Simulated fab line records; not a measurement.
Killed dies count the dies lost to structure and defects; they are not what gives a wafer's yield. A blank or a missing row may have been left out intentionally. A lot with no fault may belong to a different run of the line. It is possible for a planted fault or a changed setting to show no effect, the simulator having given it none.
Chamber matching | flow sky130 | SKY_LI_CONTACT_CMP_24 on cmp-02 has 4 sister chambers
The step polishes, stops on PSG, t overpolish 20 s, target thk 0 nm. 4 wafers are shown with their chamber, then 7 later ones without.

== WAFERS, EACH WITH ITS CHAMBER ==
wafer  | chamber | motor_current_A (A)
L813.6 | 3       | 13.1
L820.5 | 0       | 11.2
L833.3 | 1       | 10.5
L833.4 | 2       | 12.2

== WAFERS MISSING THEIR CHAMBER ==
wafer  | motor_current_A (A)
L833.5 | 11.8
L834.2 | 11.8
L834.3 | 12.3
L834.4 | 13.4
L835.1 | 12.1
L835.3 | 10.6
L835.4 | 12.4

== THE CHAMBER EACH PASSED THROUGH ==
wafer  | from the rows above     | in truth
L833.5 | can't be placed: 2 or 0 | 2
L834.2 | can't be placed: 2 or 0 | 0
L834.3 | 2                       | 2
L834.4 | 3                       | 3
L835.1 | 2                       | 2
L835.3 | can't be placed: 1 or 0 | 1
L835.4 | can't be placed: 2 or 3 | 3
Correctly placed: 3 of 7. Not placeable from these rows: 4 (in 4, the candidates include the true chamber). 0 placed wrongly.
How it was worked out, from the rows above alone: a wafer's distance from a chamber is the root of the sum, over the readings, of the square of ((its reading less the chamber's mean) divided by the reading's scatter). If the next closest chamber is less than 2 further off than the closest, the wafer can't be placed; otherwise it belongs to the closest. The mean given for a chamber averages the wafers shown for that chamber. The scatter (one wafer shown for each chamber): square how far every hidden wafer sits from the nearest shown wafer, average those squares and take the square root.
